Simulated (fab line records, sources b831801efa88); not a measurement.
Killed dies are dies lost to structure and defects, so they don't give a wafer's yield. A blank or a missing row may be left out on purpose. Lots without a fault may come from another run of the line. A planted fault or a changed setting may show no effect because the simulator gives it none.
A struck lot beside a sound one | flow sky130 | 15 steps out of a route of 708
Sound: wafers L323.2, L323.5, L323.6. Struck: wafers L328.1, L328.2, L328.4. The cause comes at the end.
At each step with rows: each side's tool, then ch and its chambers, then its first start. Under that, the readings that differ: sound wafers | struck wafers | difference of the means | sigmas: that difference in standard deviations of wafers without a fault.
alike: readings whose means differ by less than 2 such deviations, and words and numbers that are the same on both sides. not compared: withheld readings, readings that some wafer has no value for, bounds like >300 that may hide the same value, and numbers for which the record gives no deviation and whose values overlap.
The two part at a step that has a row with sigmas, a row that says differs or no value, or rows on one side only. Numbers that don't overlap but have no deviation are shown without sigmas and don't part them. A reading that every wafer of one side lacks parts them only if that side has two wafers or more.

first, 5 steps without rows for these wafers: SKY_SONOS_TUNNEL_COAT_02 (resist thk 1140 nm); SKY_SONOS_TUNNEL_SOFTBAKE_03 (time 60 s); SKY_SONOS_TUNNEL_EXPOSE_04 (exposes mask TUNM, target cd 410 nm); SKY_SONOS_TUNNEL_PEB_05; SKY_SONOS_TUNNEL_DEVELOP_06 (develop time 60 s).
SKY_SONOS_TUNNEL_CD_MEAS_07: target cd 410 nm.
  sound on cd_sem-01, day 14 07:42; struck on cd_sem-02, day 15 17:44
  alike: cd_nm
SKY_SONOS_TUNNEL_OVL_MEAS_08:
  sound on overlay-02, day 14 07:49; struck on overlay-01, day 15 17:51
  alike: SONOS_TUNNEL_OVL
then, 3 steps without rows for these wafers: SKY_SONOS_TUNNEL_IMPLANT_09; SKY_SONOS_TUNNEL_WET_ETCH_10 (etches SiO2 in dHF, target depth 14 nm, time 280 s); SKY_SONOS_TUNNEL_STRIP_11 (strips in SPM, time 600 s).
SKY_SONOS_TUNNEL_TW_MEAS_12:
  sound on film_metro-02, day 14 08:19; struck on film_metro-02, day 15 18:18
  alike: SONOS_TUNNEL_TW
then, 1 step without rows for these wafers: SKY_SONOS_TUNNEL_CLEAN_13 (cleans in dHF, time 20 s).
SKY_SONOS_ONO_OXIDATION_00: stabilise 600 s, purge 300 s, target thk 2.6 nm.
  sound on furnace-01 ch 0, day 14 09:08; struck on furnace-02 ch 0, day 15 18:23
  reading                                          | sound             | struck               | difference | sigmas
  ox_time_s (s)                                    | 1249 1249 1249    | 1811.1 1811.1 1811.1 | +562.1     |
  zone_power_lower_pct (%)                         | 14.7 14.5 14.4    | 12.5 12.6 12.3       | -2.1       | -2
  model.SiO2_of_SONOS_ONO_OXIDATION_00.thk_nm (nm) | 2.602 2.568 2.628 | 3.422 3.412 3.356    | +0.797     |
  alike: spike_tc_upper_C, zone_power_bottom_pct
SKY_SONOS_ONO_THK_MEAS_01:
  sound on film_metro-04, day 14 10:29; struck on film_metro-03, day 15 19:58
  reading                      | sound          | struck         | difference | sigmas
  SONOS_ONO_OXIDATION_THK (nm) | 2.65 2.59 2.67 | 3.38 3.46 3.41 | +0.78      | +14
  not compared: hold
-- the record jumps here: 34 days lie between the struck wafers' starts before and after (it left off in module SONOS_ONO and takes up again in module PAD_OPEN, whose first step shown is number 708 of the route) --
SKY_PAD_OPEN_PROBE_99:
  sound on prober-02, day 48 05:18; struck on prober-01, day 49 08:14
  reading                                 | sound                   | struck                  | difference | sigmas
  model.etest.sonos_erased.drive_ua_um    | 218.2 195.4 190.6       | 21.34 23.65 21.66       | -179.18    |
  model.etest.sonos_uncharged.r_on_ohm_um | 825 799.6 809           | 842.1 838.3 845.8       | +30.9      |
  model.etest.sonos_erased.vt_v (V)       | -2.352 -2.402 -2.316    | -0.3922 -0.4397 -0.4112 | +1.9423    |
  model.etest.cap_ono.gate_log10_a_cm2    | -7.656 -7.455 -7.731    | -8.83 -8.842 -9.058     | -1.30      |
  model.etest.cap_ono.gate_bv_v (V)       | 16.44 15.75 16.31       | 17.35 17.26 17.71       | +1.27      |
  model.etest.cap_ono.tox_acc_nm (nm)     | 12.68 12.47 12.71       | 13.61 13.62 13.74       | +1.04      |
  model.etest.sonos_programmed.vt_v (V)   | 1.554 1.646 1.522       | 1.054 1.08 1.063        | -0.508     |
  model.etest.sonos_baked.vt_less_v (V)   | -0.5292 -0.5288 -0.4677 | -0.1961 -0.2428 -0.2595 | +0.2758    |
  alike: killed_at_M0_to_M3, killed_at_M4_up, killed_at_contacts, killed_at_front_end, killed_at_other, killed_dies, killed_open, killed_short

WHERE THEY PART
First at SKY_SONOS_ONO_OXIDATION_00; last, within this record, at SKY_SONOS_ONO_THK_MEAS_01. Later steps at which nothing parts them and some readings are alike: SKY_PAD_OPEN_PROBE_99.

WHY: what the simulator had put in
Process parameter drift: furnace-02, from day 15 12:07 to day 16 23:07, at SKY_SONOS_ONO_OXIDATION_00. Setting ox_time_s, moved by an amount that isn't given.
